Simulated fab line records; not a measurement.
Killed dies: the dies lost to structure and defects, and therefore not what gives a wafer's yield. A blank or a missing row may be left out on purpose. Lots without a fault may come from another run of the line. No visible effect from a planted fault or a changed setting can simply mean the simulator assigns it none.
Matching of chambers + flow sky130 + 4 sister chambers for SKY_VIA3_CMP_02 on cmp-01
The step polishes SiO2. 8 wafers are shown with their chamber, then 9 later ones without.

== WAFERS PAIRED WITH THEIR CHAMBERS ==
| wafer  | chamber | motor current A (A) |
|--------|---------|---------------------|
| L077.4 | 2       | 13.1                |
| L077.6 | 0       | 12.5                |
| L080.2 | 0       | 12.9                |
| L083.2 | 1       | 10.8                |
| L083.5 | 3       | 12.1                |
| L086.1 | 3       | 11.8                |
| L086.3 | 1       | 11.3                |
| L086.4 | 2       | 12.8                |

== WAFERS WHOSE CHAMBER IS MISSING ==
| wafer  | motor current A (A) |
|--------|---------------------|
| L091.2 | 12.9                |
| L091.4 | 11.8                |
| L091.6 | 11.2                |
| L093.2 | 12.3                |
| L093.3 | 12.0                |
| L093.5 | 10.8                |
| L096.1 | 11.2                |
| L096.2 | 12.4                |
| L096.3 | 12.4                |

== EACH ONE'S CHAMBER ==
| wafer  | from the rows above          | in truth |
|--------|------------------------------|----------|
| L091.2 | can't be placed: 2 or 0      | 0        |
| L091.4 | 3                            | 3        |
| L091.6 | 1                            | 1        |
| L093.2 | can't be placed: 3 or 0 or 2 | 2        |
| L093.3 | 3                            | 3        |
| L093.5 | 1                            | 1        |
| L096.1 | 1                            | 1        |
| L096.2 | can't be placed: 0 or 3 or 2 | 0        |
| L096.3 | can't be placed: 0 or 3 or 2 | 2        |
Placed correctly: 5 of 9. Unplaceable from these rows: 4, with the true chamber sitting among the candidates in 4. 0 placed wrongly.
How it was worked out, from the rows above alone: a wafer's distance from a chamber is the root of the sum, over the readings, of the square of ((its reading less the chamber's mean) divided by the reading's scatter). If the next closest chamber is less than 2 further off than the closest, the wafer can't be placed; otherwise it belongs to the closest. A chamber's mean is the mean of its shown wafers. How the scatter is found: for the shown wafers, subtract from each reading the mean of its chamber, square and add these, divide the total by (wafers less chambers), then take the root.
